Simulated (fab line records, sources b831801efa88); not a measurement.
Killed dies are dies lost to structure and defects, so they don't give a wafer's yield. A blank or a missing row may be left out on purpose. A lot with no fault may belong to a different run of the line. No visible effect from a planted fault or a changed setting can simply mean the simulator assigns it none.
Which of the tools did it? -- flow sky130 -- 36 wafers from 12 lots sampled at 2 of the route's 708 steps

WHAT THE GAUGES READ, wafer by wafer
SKY_METAL3_OVL_MEAS_14. Usual: METAL3_OVL gives 1 nm (standard deviation 4.6).
lot,measured,on,METAL3_OVL (nm),flag
L508,day 37 20:11,overlay-01,0 -2 -7,
L509,day 38 15:26,overlay-02,1 -1 -2,
L511,day 39 02:22,overlay-01,3 0 2,
L512,day 40 07:14,overlay-01,2 5 8,
L513,day 40 15:03,overlay-01,8 6 5,
L515,day 40 19:12,overlay-02,-5 -3 1,
L517,day 41 05:37,overlay-01,1 0 4,
L519,day 41 12:06,overlay-02,-2 2 1,
L520,day 41 22:52,overlay-01,-4 5 -2,
L522,day 42 15:24,overlay-02,6 9 6,
L524,day 43 12:20,overlay-02,8 1 5,
L525,day 43 17:36,overlay-02,1 2 2,

SKY_VIA3_THK_MEAS_01. Usual: VIA3_HDPCVD_THK gives 1634 nm (standard deviation 16).
lot,measured,on,VIA3_HDPCVD_THK (nm),flag
L508,day 37 21:27,film_metro-04,1628 1638 1621,
L509,day 38 16:44,film_metro-02,1600 1603 1604,
L511,day 39 03:29,film_metro-02,1634 1637 1620,
L512,day 40 08:29,film_metro-02,1662 1647 1646,
L513,day 40 16:37,film_metro-04,1651 1630 1644,
L515,day 40 20:27,film_metro-03,1606 1601 1627,
L517,day 41 06:47,film_metro-02,1639 1632 1626,
L519,day 41 13:22,film_metro-02,1640 1640 1652,
L520,day 42 00:02,film_metro-03,1639 1633 1640,
L522,day 42 16:31,film_metro-04,1671 1625 1650,
L524,day 43 13:28,film_metro-03,1596 1615 1622,
L525,day 43 18:46,film_metro-02,1635 1646 1604,

TOOL THAT RAN EACH LOT (tool first, then ch and the chambers of the sampled wafers, then the start)
The record holds no process step before these readings.

AS READ BY THE TOOLS THEMSELVES (means over the sampled wafers that have a number; for cases with no such wafer, the mark the record gives instead)
The record holds no such reading with a usual standard deviation.

THE ANSWER, worked out from the rows above alone
Rule: a lot is off if the mean of its wafers that have a number lies more than 3 standard deviations from the usual mean. Also off: a lot with no number at a reading for which 4 or more lots have one. Any other lot the step has rows for is counted as sound. The gauges are gone through in route order, then the tools' own readings, and for those a lot's mean is taken as printed above. The first step at which some lot is off is used, and at that step the reading that is off furthest; a lot without a number counts as furthest.
Across all readings shown, no lot is off: no conclusion can be drawn from this.

WHAT HAD BEEN PUT IN BY THE SIMULATOR
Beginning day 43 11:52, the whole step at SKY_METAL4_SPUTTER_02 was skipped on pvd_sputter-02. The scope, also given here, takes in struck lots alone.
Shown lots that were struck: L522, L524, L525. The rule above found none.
